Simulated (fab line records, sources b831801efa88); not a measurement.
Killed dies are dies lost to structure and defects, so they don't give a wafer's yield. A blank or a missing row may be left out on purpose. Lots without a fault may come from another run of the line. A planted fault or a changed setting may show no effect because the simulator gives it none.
fab line records | flow gf180mcu
record lots=15 wafers=45 last_day=34
route steps=602 shown V1@340 M2@368 V2@400 M3@411
lots that met no fault: from a run of the same line without faults
start_h: hours from the record's first day to the start of the lot's first wafer shown | wait_h: hours since the lot's step before | " the same as in the row above | L1.1+2: a row that stands for several wafers | - no value, or no start given | * or withheld: withheld | < > ~ a bound
route shown NAME@n: a module of which the file shows steps, and the number in the route of the first | usual: mean/standard deviation of fault-free wafers | same: alike in all rows | chamber/n: place in a boat | sites: the reading at each site | _std_site: their standard deviation | _edge_site: outer sites' mean less inner sites' | radius_mm: how far each site lies from the wafer's centre | mask NAME#n: copy n | behind: the tool/chamber that last shaped the wafer | hold: why the lot was held/for how many hours/how that ended | device: the transistor (n, p or np) that didn't switch | end of line: the same wafers' tests at the end of the route | a step without rows: its recipe alone | killed: dies lost to structure and defects at the first sort, not the wafer's yield | map: a wafer's dies, x killed, . not, _ none there
set.NAME: the setting as run; set.NAME@STEP: as run at that earlier step | model.NAME: the simulator's own value behind a step, which no gauge read
steps of the route over a sample of lots; a table a step, a row a wafer
services: from which hour (start_h, from the record's first day; less than 0 if before it) a tool's chamber was out of use, for how many hours, and why
## steps
# step GF_V1_BOW_MEAS_05
# recipe mode=bow
# usual V1_BOW=83/8.2
# columns lot.wafer tool chamber start_h wait_h V1_BOW[um]
L745.1 film_metro-04 - 407.04 0.2 87
L745.3 " - " " 92
L745.6 " - " " 77
L747.3 film_metro-04 - 424.84 0.2 89
L747.4 " - " " 75
L747.5 " - " " 84
L749.1 film_metro-03 - 429.49 0.1 73
L749.2 " - " " 82
L749.6 " - " " 95
L751.1 film_metro-01 - 441.96 0.1 68
L751.2 " - " " 80
L751.5 " - " " 70
L750.2 film_metro-04 - 447.02 0.2 91
L750.3 " - " " 95
L750.6 " - " " 78
L754.1 film_metro-03 - 470.45 0.2 80
L754.4 " - " " 77
L754.5 " - " " 92
L752.1 film_metro-04 - 471.04 0.1 72
L752.2 " - " " 76
L752.5 " - " " 77
L755.1 film_metro-04 - 479.85 0.1 74
L755.3 " - " " 80
L755.5 " - " " 75
L756.2 film_metro-01 - 486.00 0.1 87
L756.4 " - " " 80
L756.6 " - " " 89
L757.1 film_metro-03 - 494.81 0.1 93
L757.3 " - " " 99
L757.4 " - " " 100
L758.2 film_metro-03 - 505.37 0.1 81
L758.3 " - " " 67
L758.5 " - " " 86
L764.1 film_metro-03 - 547.79 0.2 84
L764.2 " - " " 88
L764.5 " - " " 76
L765.2 film_metro-03 - 559.64 0.2 89
L765.4 " - " " 88
L765.6 " - " " 94
L766.2 film_metro-04 - 561.97 0.2 84
L766.3 " - " " 87
L766.4 " - " " 81
L768.4 film_metro-01 - 575.92 0.3 79
L768.5 " - " " 88
L768.6 " - " " 95
# step GF_M2_THK_MEAS_06
# recipe thk_meas_gauge=xrf reads=AlCu_of_M2_SPUTTER_02
# usual M2_ALCU_THK=455/5.5
# columns lot.wafer tool chamber start_h wait_h M2_ALCU_THK[nm]
L745.1 film_metro-04 - 433.00 0.1 458
L745.3 " - " " 456
L745.6 " - " " 459
L747.3 film_metro-04 - 450.76 0.1 453
L747.4 " - " " 452
L747.5 " - " " 461
L749.1 film_metro-04 - 456.54 0.1 453
L749.2 " - " " 459
L749.6 " - " " 453
L751.1 film_metro-04 - 468.12 0.1 451
L751.2 " - " " 448
L751.5 " - " " 450
L750.2 film_metro-03 - 473.54 0.1 461
L750.3 " - " " 466
L750.6 " - " " 467
L754.1 film_metro-04 - 496.58 0.1 440
L754.4 " - " " 448
L754.5 " - " " 451
L752.1 film_metro-02 - 497.25 0.1 449
L752.2 " - " " 455
L752.5 " - " " 451
L755.1 film_metro-02 - 505.48 0.1 447
L755.3 " - " " 451
L755.5 " - " " 452
L756.2 film_metro-04 - 511.48 0.1 450
L756.4 " - " " 446
L756.6 " - " " 458
L757.1 film_metro-03 - 528.68 0.1 446
L757.3 " - " " 451
L757.4 " - " " 452
L758.2 film_metro-02 - 530.15 0.1 457
L758.3 " - " " 456
L758.5 " - " " 456
L764.1 film_metro-03 - 571.49 0.1 458
L764.2 " - " " 456
L764.5 " - " " 456
L765.2 film_metro-04 - 583.05 0.1 453
L765.4 " - " " 451
L765.6 " - " " 455
L766.2 film_metro-02 - 585.20 0.1 456
L766.3 " - " " 460
L766.4 " - " " 457
L768.4 film_metro-02 - 599.31 0.1 449
L768.5 " - " " 450
L768.6 " - " " 453
# step GF_V2_STRIP_18
# recipe chemistry=O2/N2 power_w=1400 pressure_mtorr=1500 platen_temp_c=250 o2_flow_sccm=3000 n2_flow_sccm=300 overash_fraction=0.5
# usual chamber_pressure_mTorr=1500.1/1.2 drypump_motor_current_A=5.62/0.29 heater_power_w=322/34 n2_flow_sccm=300.0/0.97 oes_product_au=0.593/0.0047 overash_fraction=0.5/0
# columns lot.wafer tool chamber start_h wait_h chamber_pressure_mTorr drypump_motor_current_A heater_power_w n2_flow_sccm oes_product_au overash_fraction rf_hours_counter_h
L745.1 plasma_asher-02 0 483.22 - 1501.3 5.55 303 301.8 0.590 0.5 6
L745.3 " 0 " " 1500.0 5.53 311 300.5 0.586 0.5 -
L745.6 " 1 " " 1501.8 5.28 312 299.6 0.590 0.5 -
L747.3 plasma_asher-02 0 501.31 - 1500.2 5.57 308 301.2 0.592 0.5 -
L747.4 " 1 " " 1500.0 5.29 316 300.5 0.594 0.5 -
L747.5 " 0 " " 1500.6 5.55 293 300.6 0.590 0.5 -
L749.1 plasma_asher-01 0 505.82 - 1498.7 5.41 313 299.9 0.592 0.5 43
L749.2 " 1 " " 1498.0 5.70 306 300.2 0.596 0.5 43
L749.6 " 0 " " 1501.3 5.42 308 300.1 0.598 0.5 -
L751.1 plasma_asher-04 1 518.92 - 1499.3 6.28 311 299.3 0.598 0.5 74
L751.2 " 0 " " 1500.2 5.46 405 300.9 0.585 0.5 74
L751.5 " 0 " " 1498.7 5.46 408 299.5 0.593 0.5 -
L750.2 plasma_asher-01 0 522.17 - 1500.4 5.39 320 301.5 0.599 0.5 45
L750.3 " 0 " " 1498.6 5.42 318 300.2 0.591 0.5 -
L750.6 " 0 " " 1500.0 5.40 313 301.0 0.596 0.5 -
L754.1 plasma_asher-02 1 544.77 - 1499.4 5.30 313 300.1 0.601 0.5 13
L754.4 " 1 " " 1499.1 5.30 307 298.3 0.595 0.5 -
L754.5 " 0 " " 1500.4 5.52 300 300.2 0.587 0.5 -
L752.1 plasma_asher-04 0 545.22 - - - - - - - -
L752.2 " 1 " " - - - - - - -
L752.5 " 1 " " - - - - - - -
L755.1 plasma_asher-01 0 552.17 - - - - - - - -
L755.3 " 0 " " - - - - - - -
L755.5 " 1 " " - - - - - - -
L756.2 plasma_asher-01 1 557.87 - - - - - - - -
L756.4 " 1 " " - - - - - - -
L756.6 " 1 " " - - - - - - -
L757.1 plasma_asher-04 1 574.52 - 1497.5 6.24 315 300.3 0.594 0.5 80
L757.3 " 0 " " 1498.5 5.46 406 301.5 0.600 0.5 -
L757.4 " 1 " " 1501.2 6.24 310 299.7 0.593 0.5 -
L758.2 plasma_asher-01 1 575.47 - 1499.2 5.72 300 301.9 0.589 0.5 50
L758.3 " 0 " " 1502.9 5.42 312 300.4 0.595 0.5 -
L758.5 " 1 " " 1500.7 5.73 308 300.3 0.593 0.5 -
L764.1 plasma_asher-04 1 615.67 - 1500.1 6.23 305 299.2 0.593 0.5 84
L764.2 " 0 " " 1500.4 5.47 402 298.3 0.594 0.5 84
L764.5 " 0 " " 1499.0 5.44 404 298.6 0.589 0.5 -
L765.2 plasma_asher-04 0 625.77 - 1499.0 5.46 395 301.1 0.599 0.5 86
L765.4 " 0 " " 1500.1 5.46 397 301.3 0.585 0.5 -
L765.6 " 0 " " 1502.2 5.47 404 299.3 0.593 0.5 -
L766.2 plasma_asher-01 1 628.23 - 1498.2 5.76 299 300.6 0.584 0.5 56
L766.3 " 1 " " 1500.8 5.74 301 299.9 0.597 0.5 -
L766.4 " 0 " " 1500.8 5.42 308 300.5 0.594 0.5 -
L768.4 plasma_asher-04 1 640.95 - 1498.2 6.26 308 298.9 0.594 0.5 -
L768.5 " 1 " " 1502.4 6.24 309 299.1 0.597 0.5 -
L768.6 " 0 " " 1500.0 5.44 403 301.0 0.588 0.5 -
# step GF_M3_SPUTTER_02
# recipe material=AlCu target_thk_nm=450 power_w=10600 time_s=23.9 chamber_pressure_pa=0.4
# usual throttle_valve_pct=29.4/1.3
# same time_s=23.9
# columns lot.wafer tool chamber start_h wait_h throttle_valve_pct
L745.1 pvd_sputter-01 - 484.58 0.0 29.6
L745.3 " - " " 27.0
L745.6 " - " " 26.9
L747.3 pvd_sputter-01 - 502.66 0.0 30.9
L747.4 " - " " 29.2
L747.5 " - " " 30.8
L749.1 pvd_sputter-02 - 507.18 0.0 31.2
L749.2 " - " " 29.6
L749.6 " - " " 30.1
L751.1 pvd_sputter-01 - 520.52 0.0 30.8
L751.2 " - " " 29.5
L751.5 " - " " 29.9
L750.2 pvd_sputter-02 - 523.54 0.0 30.9
L750.3 " - " " 28.9
L750.6 " - " " 29.2
L754.1 pvd_sputter-01 - 546.42 0.0 29.5
L754.4 " - " " 29.3
L754.5 " - " " 27.2
L757.1 pvd_sputter-02 - 575.87 0.0 28.8
L757.3 " - " " 29.9
L757.4 " - " " 31.3
L758.2 pvd_sputter-01 - 576.82 0.0 29.8
L758.3 " - " " 31.0
L758.5 " - " " 30.8
L764.1 pvd_sputter-03 - 617.06 0.0 28.4
L764.2 " - " " 31.5
L764.5 " - " " 31.6
L765.2 pvd_sputter-03 - 628.31 0.0 29.1
L765.4 " - " " 28.3
L765.6 " - " " 31.3
L766.2 pvd_sputter-01 - 630.11 0.0 29.4
L766.3 " - " " 31.1
L766.4 " - " " 29.2
L768.4 pvd_sputter-01 - 642.48 0.0 26.7
L768.5 " - " " 29.6
L768.6 " - " " 27.0
## services
# columns tool chamber start_h hours kind
plasma_asher-01 - 465.44 3.5 repair
pvd_sputter-03 - 481.84 11.0 repair
plasma_asher-04 - 512.26 1.0 repair
plasma_asher-01 - 525.07 8.7 repair
pvd_sputter-01 - 527.12 4.0 repair
pvd_sputter-02 - 535.58 4.0 repair
pvd_sputter-03 - 540.14 2.9 repair
plasma_asher-02 - 579.02 7.9 repair
## key
first_sign step=GF_V2_STRIP_18 reading=tool_record direction=missing
effect none on later readings
met_at GF_V2_STRIP_18
struck_lots L752,L755,L756
later_rows_left_out L752.1,L752.2,L752.5,L755.1,L755.3,L755.5,L756.2,L756.4,L756.6
sort_left_out L752.1,L752.2,L752.5,L755.1,L755.3,L755.5,L756.2,L756.4,L756.6
not_acting_at GF_V1_BOW_MEAS_05,GF_M2_THK_MEAS_06,GF_M3_SPUTTER_02
onset_between 522.17 545.22
fault kind=skipped_step_whole tool=plasma_asher-01,plasma_asher-04 chamber=- onset_h=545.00 steps=GF_V2_STRIP_18 scope=struck_lots_only
# sort_left_out: the simulated sort isn't trusted on such a fault, so these wafers' sort isn't shown, and their yield isn't known
# later_rows_left_out: the simulator's readings of these wafers behind a module that went badly wrong aren't trusted and aren't shown, but for the sort
